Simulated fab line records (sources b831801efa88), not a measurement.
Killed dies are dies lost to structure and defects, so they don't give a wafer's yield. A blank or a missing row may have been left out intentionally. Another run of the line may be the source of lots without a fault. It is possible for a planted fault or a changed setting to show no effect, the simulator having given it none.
The same fault as seen by 2 desks | flow sky130 | every desk sees just its own numbers, and what lay behind them comes last

## TOOL OWNER'S DESK, rie_diel-02
The tool's own readings at SKY_PASSIVATION_ETCH_11 (etches the open film in CF4/O2, stops on AlCu, target depth 725 nm, time 161.1 s): means of the sampled wafers that have a number, for each lot that ran on this tool. Marked OUT: a lot whose mean sits more than 4 standard deviations from the usual mean, which makes it out of limits; the brackets give that distance.
Columns: A = drypump_motor_current_A at SKY_PASSIVATION_ETCH_11, usual 5.8 A; B = oes_product_au at SKY_PASSIVATION_ETCH_11, usual 0.979 a.u.; C = rf_fwd_power_W at SKY_PASSIVATION_ETCH_11, usual 796.7 W; D = throttle_valve_pct at SKY_PASSIVATION_ETCH_11, usual 5.965 %
lot  | first seen here | A   | B                | C               | D
L350 | day 44 21:46    | 5.8 | 0.976            | 797.1           | 5.977
L351 | day 45 06:55    | 6.0 | 0.986            | 797.5           | 5.971
L354 | day 46 04:25    | 5.8 | 0.974            | 796.8           | 5.961
L353 | day 46 07:38    | 5.5 | 0.960            | 755.9 (-16) OUT | 5.966
L357 | day 47 02:19    | 6.0 | 0.951 (-4.0) OUT | 753.8 (-16) OUT | 5.963
L372 | day 50 01:43    | 5.5 | 0.971            | 794.3           | 5.962
This desk's finding: out of limits on L353, L357; first on L353, day 46 07:38 (rf_fwd_power_W at SKY_PASSIVATION_ETCH_11). Within limits: L350, L351, L354, L372.

## FROM THE METROLOGY DESK
What the gauges read for every lot (on any tool): the sampled wafers with a number, averaged. Marked OUT: a lot whose mean sits more than 4 standard deviations from the usual mean, which makes it out of limits; the brackets give that distance.
Columns: A = cd_nm at SKY_LDD_P_CD_MEAS_07, usual 380.6 nm; B = LDD_HVP_OVL at SKY_LDD_HVP_OVL_MEAS_07, usual 0.1 nm; C = LI_CONTACT_W_RS at SKY_LI_CONTACT_RS_MEAS_22, usual 0.284 ohm/sq
lot  | first seen here | A     | B    | C
L350 | day 19 06:14    | 380.1 | 1.7  | 0.283
L351 | day 19 14:35    | 379.6 | 1.1  | 0.284
L352 | day 20 12:25    | 379.4 | 1.7  | 0.282
L354 | day 21 01:49    | 377.7 | 0.4  | 0.288
L353 | day 21 02:27    | 378.8 | 2.0  | 0.287
L357 | day 22 02:46    | 381.9 | 1.4  | 0.291
L365 | day 24 18:34    | 378.4 | 0.1  | 0.279
L366 | day 25 21:34    | 380.6 | -1.0 | 0.284
L369 | day 26 03:34    | 385.0 | -0.7 | 0.290
L370 | day 26 08:29    | 379.7 | -0.3 | 0.282
L372 | day 27 03:19    | 384.1 | -0.6 | 0.282
This desk found nothing out of limits on any of the 11 lots.

## BROUGHT TOGETHER
The tool owner's desk could have raised an alarm at day 46 07:38, on L353, L357.
Nothing out of limits was seen by the metrology desk.
The metrology desk has L353, L357 on record, within its limits.
On rie_diel-02, each named lot ran SKY_PASSIVATION_ETCH_11.

## WHAT THE SIMULATOR PUT IN
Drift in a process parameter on rie_diel-02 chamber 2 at SKY_PASSIVATION_ETCH_11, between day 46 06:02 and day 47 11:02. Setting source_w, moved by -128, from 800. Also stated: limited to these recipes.
Struck lots among those shown: L353, L357.
Time in hours from fault onset to the first out-of-limits reading at each desk: the tool owner's desk, 2.
